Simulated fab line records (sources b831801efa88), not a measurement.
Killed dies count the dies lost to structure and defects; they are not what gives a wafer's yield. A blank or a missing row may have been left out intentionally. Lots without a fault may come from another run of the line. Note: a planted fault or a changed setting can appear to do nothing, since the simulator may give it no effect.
Lot-split experiment    flow sky130    23 wafers read across 5 lots, on a route 708 steps long

THE SPLIT ITSELF
At SKY_FIELD_ISO_CVD_03 (deposits Si3N4 from DCS/NH3, target thk 165 nm, time 2830 s), the setting temp_c was moved away from the recipe's 770 C on 15 of the 23 wafers read, by -1.7% to +2.8%. The other wafers ran this setting at the recipe's value.

No step appears in the file between the split and the reading.

THE READING
FIELD_ISO_CVD_03_THK in nanometres, read at SKY_FIELD_ISO_THK_MEAS_04. Typical for fault-free wafers on this fab line: 166.2 nm, with standard deviation 1.3 nm.

wafer   tool, chamber at the split  temp_c as run, C  against the recipe  FIELD_ISO_CVD_03_THK, nm  against lot-mates on the recipe
L077.1  -, -                        790               +2.6%               241.9                     no lot-mate on the recipe
L077.2  -, -                        790               +2.6%               242.0                     no lot-mate on the recipe
L077.4  -, -                        790               +2.6%               242.2                     no lot-mate on the recipe
L077.5  -, -                        790               +2.6%               241.3                     no lot-mate on the recipe
L077.6  -, -                        790               +2.6%               241.6                     no lot-mate on the recipe
L078.1  -, -                        757.2             -1.7%               129.1                     no lot-mate on the recipe
L078.2  -, -                        757.2             -1.7%               129.0                     no lot-mate on the recipe
L078.3  -, -                        757.2             -1.7%               130.7                     no lot-mate on the recipe
L078.4  -, -                        757.2             -1.7%               130.3                     no lot-mate on the recipe
L078.5  -, -                        757.2             -1.7%               130.5                     no lot-mate on the recipe
L081.1  lpcvd-02, 1                 770               recipe              167.2                     -
L081.4  lpcvd-02, 1                 770               recipe              167.2                     -
L081.5  lpcvd-02, 1                 770               recipe              166.5                     -
L082.2  -, -                        770               recipe              165.8                     -
L082.3  -, -                        770               recipe              165.3                     -
L082.4  -, -                        770               recipe              164.7                     -
L082.5  -, -                        770               recipe              165.3                     -
L082.6  -, -                        770               recipe              164.7                     -
L085.1  -, -                        791.5             +2.8%               250.4                     no lot-mate on the recipe
L085.2  -, -                        791.5             +2.8%               249.9                     no lot-mate on the recipe
L085.3  -, -                        791.5             +2.8%               250.6                     no lot-mate on the recipe
L085.4  -, -                        791.5             +2.8%               250.1                     no lot-mate on the recipe
L085.5  -, -                        791.5             +2.8%               249.8                     no lot-mate on the recipe

THE FIT
A straight line over all 23 wafers: FIELD_ISO_CVD_03_THK changes by +27.4 nm for each +1% of temp_c; r = +1.00; the points scatter about the line by 4.1 nm.
Too few moved wafers with a lot-mate on the recipe to fit a line net of each lot's own level.

THE WHOLE CHAIN: every reading that the file lists as answering this split, in the file's order
step                       what it does                                                 reading                                                                            change (the file's fit)               r (the file's)
SKY_FIELD_ISO_CVD_03       deposits Si3N4 from DCS/NH3, target thk 165 nm, time 2830 s  Si3N4_of_FIELD_ISO_CVD_03.thk_nm (the simulator's own value, which no gauge read)  +27.4 nm for each +1% of the setting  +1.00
SKY_FIELD_ISO_THK_MEAS_04                                                               FIELD_ISO_CVD_03_THK                                                               +27.4 for each +1% of the setting     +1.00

FILE'S OWN FIT
FIELD_ISO_CVD_03_THK changes by +27.4 nm for each +1% of temp_c, r = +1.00.
